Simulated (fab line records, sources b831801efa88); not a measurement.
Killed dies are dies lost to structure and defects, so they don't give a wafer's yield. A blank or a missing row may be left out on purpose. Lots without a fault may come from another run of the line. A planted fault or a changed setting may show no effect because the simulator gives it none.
Which tool did it? | flow sky130 | 11 lots, 33 wafers sampled, at 5 steps of a route of 708

WHAT THE GAUGES READ, wafer by wafer
SKY_POLY_GATE_CD_MEAS_22.
lot  | measured     | on        | cd_nm (nm)
L473 | day 16 20:41 | cd_sem-02 | 146.9 149.5 149.1
L476 | day 17 14:20 | cd_sem-01 | 149.0 145.1 147.6
L475 | day 17 08:47 | cd_sem-02 | 149.7 149.2 152.0
L482 | day 19 11:59 | cd_sem-02 | 150.0 149.3 149.5
L485 | day 20 13:58 | cd_sem-02 | 156.5 150.3 150.3
L488 | day 21 19:50 | cd_sem-02 | 158.0 148.0 150.1
L489 | day 22 01:08 | cd_sem-01 | 149.5 150.5 149.0
L491 | day 22 20:02 | cd_sem-02 | 150.1 148.4 149.7
L492 | day 23 01:06 | cd_sem-01 | 152.1 153.5 151.9
L493 | day 23 22:29 | cd_sem-02 | 150.8 150.5 151.5
L495 | day 24 20:28 | cd_sem-01 | 149.9 148.8 147.4

WHICH TOOL RAN EACH LOT (tool, then ch and the chambers of the sampled wafers, then the start)
lot  | SKY_VT_ADJUST_LVTN_STRIP_09          | SKY_POLY_GATE_ETCH_15              | SKY_POLY_GATE_ETCH_16              | SKY_POLY_GATE_STRIP_18
L473 | plasma_asher-03 ch 0,1, day 7 00:07  | rie_diel-02 ch 1,2,3, day 16 18:05 | rie_diel-02 ch 1,2,3, day 16 18:10 | plasma_asher-03 ch 0,1, day 16 18:22
L476 | plasma_asher-03 ch 0,1, day 7 16:01  | rie_diel-02 ch 0,2, day 17 11:23   | rie_diel-02 ch 0,2, day 17 11:28   | plasma_asher-04 ch 0,1, day 17 11:38
L475 | plasma_asher-02 ch 0,1, day 7 16:10  | rie_diel-01 ch 0,2,3, day 17 07:02 | rie_diel-01 ch 0,2,3, day 17 07:07 | plasma_asher-03 ch 0,1, day 17 07:19
L482 | plasma_asher-02 ch 1, day 9 07:25    | rie_diel-02 ch 0,1,2, day 19 09:47 | rie_diel-02 ch 0,1,2, day 19 09:52 | plasma_asher-02 ch 0,1, day 19 10:02
L485 | plasma_asher-03 ch 0,1, day 10 01:58 | rie_diel-02 ch 0,2,3, day 20 11:17 | rie_diel-02 ch 0,2,3, day 20 11:22 | plasma_asher-04 ch 0,1, day 20 11:32
L488 | plasma_asher-02 ch 0,1, day 10 22:31 | rie_diel-02 ch 1,2, day 21 18:08   | rie_diel-02 ch 1,2, day 21 18:13   | plasma_asher-02 ch 0,1, day 21 18:23
L489 | plasma_asher-02 ch 0, day 11 03:07   | rie_diel-01 ch 0,1,3, day 21 23:26 | rie_diel-01 ch 0,1,3, day 21 23:31 | plasma_asher-04 ch 0,1, day 21 23:40
L491 | plasma_asher-01 ch 0,1, day 11 17:10 | rie_diel-01 ch 0,2, day 22 18:20   | rie_diel-01 ch 0,2, day 22 18:25   | plasma_asher-04 ch 0,1, day 22 18:35
L492 | plasma_asher-01 ch 0,1, day 11 22:52 | rie_diel-01 ch 0,1,2, day 22 22:56 | rie_diel-01 ch 0,1,2, day 22 23:01 | plasma_asher-03 ch 0,1, day 22 23:11
L493 | plasma_asher-01 ch 0,1, day 12 16:55 | rie_diel-03 ch 0,3, day 23 20:47   | rie_diel-03 ch 0,3, day 23 20:52   | plasma_asher-02 ch 0,1, day 23 21:02
L495 | plasma_asher-01 ch 0,1, day 13 11:10 | rie_diel-02 ch 0,3, day 24 18:44   | rie_diel-02 ch 0,3, day 24 18:49   | plasma_asher-03 ch 0,1, day 24 18:59
- SKY_VT_ADJUST_LVTN_STRIP_09: strips in O2/N2.
- SKY_POLY_GATE_ETCH_15: etches BARC in N2/H2, stops on SiO2, time 118.5 s, target depth 110 nm.
- SKY_POLY_GATE_ETCH_16: etches Si3N4 in CH3F/O2, stops on poly-Si, time 147.5 s, target depth 75 nm.
- SKY_POLY_GATE_STRIP_18: strips in O2/N2.

THE ANSWER, worked out from the rows above alone
Rule: what is usual is taken from the lots themselves. Put in order of their means at a reading, lots are off if they are a third of the lots or fewer, leave a main group of 4 or more, and stand apart from it by a gap of 3 or more times the standard deviation of the main group's means; of several such gaps the widest counts. A main group whose means are all the same, to the digits that the tables above print for the reading, isn't used. A lot without any number at a reading at which 4 lots or more have one is off too. The other lots that the step has rows for count as sound.
No lot is off at any reading shown: from this, nothing can be told.

WHAT THE SIMULATOR HAD PUT IN
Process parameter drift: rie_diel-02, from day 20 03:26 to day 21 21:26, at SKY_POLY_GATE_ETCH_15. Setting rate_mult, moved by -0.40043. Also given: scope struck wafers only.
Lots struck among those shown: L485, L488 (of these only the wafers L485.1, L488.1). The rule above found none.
